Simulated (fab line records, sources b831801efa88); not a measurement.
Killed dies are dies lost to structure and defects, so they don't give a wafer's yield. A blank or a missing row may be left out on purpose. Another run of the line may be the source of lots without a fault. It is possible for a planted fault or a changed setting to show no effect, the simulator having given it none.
Which tool did it? | flow gf180mcu | 13 lots with 39 wafers sampled at 4 steps, on a route of 602 steps

WHAT EACH GAUGE READ, for each wafer
GF_V5_RS_MEAS_24: a four-point-probe measurement. Usual: V5_W_RS 0.327 ohm/sq, standard deviation 0.0035.
lot  | measured     | on            | V5_W_RS (ohm/sq)  | flag
L641 | day 26 23:46 | film metro-01 | 0.336 0.335 0.331 |
L642 | day 27 18:50 | film metro-03 | 0.330 0.328 0.328 |
L644 | day 28 11:18 | film metro-03 | 0.324 0.321 0.326 |
L645 | day 28 16:49 | film metro-01 | 0.322 0.324 0.319 |
L646 | day 29 14:03 | film metro-01 | 0.326 0.325 0.324 |
L647 | day 29 12:27 | film metro-01 | 0.332 0.329 0.325 |
L648 | day 29 15:11 | film metro-01 | 0.329 0.328 0.324 |
L649 | day 29 20:33 | film metro-02 | 0.329 0.323 0.332 |
L650 | day 29 23:46 | film metro-03 | 0.327 0.328 0.327 |
L651 | day 30 02:16 | film metro-01 | 0.328 0.328 0.322 |
L652 | day 30 14:52 | film metro-03 | 0.331 0.330 0.330 |
L653 | day 30 21:15 | film metro-01 | 0.332 0.332 0.331 |
L663 | day 33 05:53 | film metro-03 | 0.332 0.334 0.333 |

GF_V5_THK_MEAS_25: measures by xrf. Usual: V5_W_THK 355 nm, standard deviation 8.2.
lot  | measured     | on            | V5_W_THK (nm) | flag
L641 | day 26 23:53 | film metro-01 | 347 349 353   |
L642 | day 27 18:58 | film metro-03 | 344 346 345   |
L644 | day 28 11:25 | film metro-03 | 350 353 347   |
L645 | day 28 16:56 | film metro-01 | 365 362 368   |
L646 | day 29 14:10 | film metro-01 | 365 369 368   |
L647 | day 29 12:34 | film metro-01 | 362 365 367   |
L648 | day 29 15:17 | film metro-01 | 362 363 369   |
L649 | day 29 20:40 | film metro-02 | 349 355 345   |
L650 | day 29 23:52 | film metro-03 | 348 346 348   |
L651 | day 30 02:23 | film metro-01 | 363 363 365   |
L652 | day 30 14:59 | film metro-03 | 346 348 346   |
L653 | day 30 21:21 | film metro-01 | 357 359 360   |
L663 | day 33 05:59 | film metro-03 | 342 343 341   |

WHAT TOOL EACH LOT RAN ON (gives the tool, then ch and the chambers of the sampled wafers, and finally the start)
lot  | GF_V2_CVD_23                  | GF_V5_SPUTTER_21
L641 | cvd w-01 ch 0,1, day 20 00:32 | pvd sputter-02, day 26 23:32
L642 | cvd w-02 ch 0, day 20 22:22   | pvd sputter-02, day 27 18:37
L644 | cvd w-02 ch 0,1, day 21 20:34 | pvd sputter-03, day 28 11:05
L645 | cvd w-02 ch 0,1, day 22 01:31 | pvd sputter-03, day 28 16:35
L646 | cvd w-02 ch 1, day 23 00:08   | pvd sputter-03, day 29 13:50
L647 | cvd w-01 ch 0,1, day 23 00:26 | pvd sputter-01, day 29 12:14
L648 | cvd w-02 ch 1, day 23 03:40   | pvd sputter-03, day 29 14:56
L649 | cvd w-01 ch 0,1, day 23 09:01 | pvd sputter-01, day 29 20:20
L650 | cvd w-01 ch 0,1, day 23 14:40 | pvd sputter-03, day 29 23:31
L651 | cvd w-02 ch 0,1, day 23 17:55 | pvd sputter-01, day 30 02:02
L652 | cvd w-02 ch 0,1, day 24 07:55 | pvd sputter-01, day 30 14:38
L653 | cvd w-01 ch 0,1, day 24 16:34 | pvd sputter-01, day 30 21:00
L663 | cvd w-01 ch 0,1, day 27 15:04 | pvd sputter-01, day 33 05:38
- GF_V2_CVD_23: deposits W, target thk 350 nm, time 104.94 s.
- GF_V5_SPUTTER_21: material Ti, target thk 15 nm, time 80.02 s.

WHAT THE TOOLS THEMSELVES READ (means of the sampled wafers that have a number; where no wafer has one, the mark that the record gives instead)
GF_V2_CVD_23. Usual: 818 W for heater power w, sd 62.
lot  | tool     | heater power w (W) | flag
L641 | cvd w-01 | 850                |
L642 | cvd w-02 | 842                |
L644 | cvd w-02 | 809                |
L645 | cvd w-02 | 762                |
L646 | cvd w-02 | 718                |
L647 | cvd w-01 | 839                |
L648 | cvd w-02 | 717                |
L649 | cvd w-01 | 863                |
L650 | cvd w-01 | 833                |
L651 | cvd w-02 | 770                |
L652 | cvd w-02 | 766                |
L653 | cvd w-01 | 845                |
L663 | cvd w-01 | 838                |

GF_V5_SPUTTER_21. Usual: 29.6 % for throttle valve pct, sd 0.62.
lot  | tool           | throttle valve pct (%) | flag
L641 | pvd sputter-02 | 29.9                   |
L642 | pvd sputter-02 | 29.7                   |
L644 | pvd sputter-03 | 29.2                   |
L645 | pvd sputter-03 | 29.2                   |
L646 | pvd sputter-03 | 29.0                   |
L647 | pvd sputter-01 | 29.8                   |
L648 | pvd sputter-03 | 29.4                   |
L649 | pvd sputter-01 | 30.1                   |
L650 | pvd sputter-03 | 29.2                   |
L651 | pvd sputter-01 | 29.5                   |
L652 | pvd sputter-01 | 29.6                   |
L653 | pvd sputter-01 | 30.1                   |
L663 | pvd sputter-01 | 29.5                   |

THE ANSWER, worked out from the rows above alone
Rule: take the mean of a lot's wafers that have a number; if it is more than 3 standard deviations from the usual mean, the lot is off. Also off: a lot with no number at a reading for which 4 or more lots have one. The other lots that the step has rows for count as sound. After the gauges, taken in route order, come the tools' own readings; for these a lot's mean is taken, as printed above. The first step at which some lot is off is used, and at that step the reading that is off furthest; a lot without a number counts as furthest.
None of the lots is off at any reading shown; this tells nothing.

WHAT THE SIMULATOR HAD PUT IN
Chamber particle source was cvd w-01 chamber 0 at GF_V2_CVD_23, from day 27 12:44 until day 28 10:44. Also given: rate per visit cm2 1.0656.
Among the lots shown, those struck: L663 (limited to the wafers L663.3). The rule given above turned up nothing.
